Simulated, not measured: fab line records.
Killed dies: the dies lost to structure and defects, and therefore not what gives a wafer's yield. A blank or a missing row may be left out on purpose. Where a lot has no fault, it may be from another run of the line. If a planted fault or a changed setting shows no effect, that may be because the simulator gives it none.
Split-lot experiment -- flow sfq line -- on a route of 325 steps: 5 lots, 23 wafers read

== ON THE SPLIT ==
At SFQ_TRILAYER_I3_CMP_CMP_082 (polishes SiO2), the setting leave above ref nm was moved away from the recipe's 200 nm on 6 of the 23 wafers read, by -6.3% to +6.7%. For the rest of the wafers, this setting stayed at what the recipe calls for.

Between the split and the reading, the file records no step.

== THE READING ==
thk nm, in nm, at SFQ_TRILAYER_I3_METRO_MEASURE_083. Fault-free wafers of this fab line usually give 199.4 nm, standard deviation 1 nm.

wafer,"tool, chamber at the split","leave above ref nm as run, nm",against the recipe,"thk nm, nm",against lot-mates on the recipe
L077.1,"cmp-01, 1",192.6,-3.7%,192.6,-6.3
L077.2,"cmp-01, 0",200,recipe,198.8,-
L077.3,"cmp-01, 3",200,recipe,199.3,-
L077.4,"cmp-01, 2",192.6,-3.7%,191.8,-7.1
L077.5,"cmp-01, 2",200,recipe,198.6,-
L078.1,"cmp-01, 2",200,recipe,198.5,-
L078.2,"cmp-01, 0",200,recipe,197.7,-
L078.3,"cmp-01, 1",200,recipe,199.6,-
L078.4,"cmp-01, 3",213.4,+6.7%,210.8,+12.2
L078.6,"cmp-01, 1",213.4,+6.7%,211.5,+12.9
L079.1,"cmp-01, 2",200,recipe,199.0,-
L079.2,"cmp-01, 0",200,recipe,198.5,-
L079.3,"cmp-01, 1",200,recipe,199.6,-
L079.4,"cmp-01, 3",200,recipe,199.1,-
L079.6,"cmp-01, 3",200,recipe,199.3,-
L081.1,"cmp-01, 0",200,recipe,198.4,-
L081.2,"cmp-01, 2",200,recipe,199.4,-
L081.4,"cmp-01, 3",187.3,-6.3%,185.6,-12.9
L081.5,"cmp-01, 1",187.3,-6.3%,185.8,-12.7
L081.6,"cmp-01, 0",200,recipe,197.8,-
L085.3,"cmp-01, 2",200,recipe,199.4,-
L085.4,"cmp-01, 3,0",200,recipe,199.7,-
L085.6,"cmp-01, 3,0",200,recipe,199.6,-
Where a row lists several chambers, the file gives one row for several wafers and doesn't say which wafer went through which chamber.

FIT RESULTS
A straight line over all 23 wafers: thk nm changes by +1.93 nm for each +1% of leave above ref nm; r = +0.99; the points scatter about the line by 0.69 nm.
The same after taking each lot's own level away (the mean of its wafers on the recipe; 23 wafers): +1.92 nm for each +1%; r = +1.00; scatter 0.53 nm.
Per that fit: largest leave above ref nm move, reading shift of 13 nm.
The span of the lots' own levels, 198.53 to 199.57 nm, comes to 1.0 times the standard deviation stated above.
Hence the lot-to-lot level has little effect on the slope; both slopes agree.
Check: +13.1 nm against its lot-mates is what the line predicts for one of the wafers moved furthest among these (+6.7%) when that wafer is left out of the fit. Against them it came out at +12.2 nm.

== OTHER SPLITS ON THESE WAFERS ==
Other splits were also applied to these wafers ahead of the reading. Each is held against what the fit with the lots' levels taken away leaves over:
other split on the same wafers,wafers away from the commonest value,r with thk nm (lot level and that fit taken away)
SFQ_TRILAYER_M1_LITHO_COAT_044 spin rpm,9,+0.02
SFQ_TRILAYER_M1_ETCH_METAL_ETCH_042 time s,6,-0.25
SFQ_TRILAYER_M2_DEP_SPUTTER_055 time s,8,-0.09
SFQ_TRILAYER_M2_LITHO_COAT_062 spin rpm,10,-0.21
SFQ_TRILAYER_I2_VIA_LITHO_COAT_067 spin rpm,8,+0.20
SFQ_TRILAYER_I2_VIA_BARC_OPEN_VIA_ETCH_096 bias w,5,+0.28
SFQ_TRILAYER_M3_DEP_SPUTTER_073 time s,7,+0.03
SFQ_TRILAYER_M3_LITHO_COAT_080 resist thk nm,10,+0.09
SFQ_TRILAYER_M3_ETCH_METAL_ETCH_078 time s,5,+0.40

== THE WHOLE CHAIN: every reading that the file lists as answering this split, in the file's order ==
step,what it does,reading,change (the file's fit),r (the file's)
SFQ_TRILAYER_I3_CMP_CMP_082,polishes SiO2,"SiO2_of_TRILAYER_I3_DEP_PECVD_081.thk nm (the simulator's own value, which no gauge read)",+1.91 nm for each +1% of the setting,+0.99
SFQ_TRILAYER_I3_METRO_MEASURE_083,,thk nm,+1.92 nm for each +1% of the setting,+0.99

== FILE'S OWN FIT ==
thk nm changes by +1.92 nm for each +1% of leave above ref nm, r = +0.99.
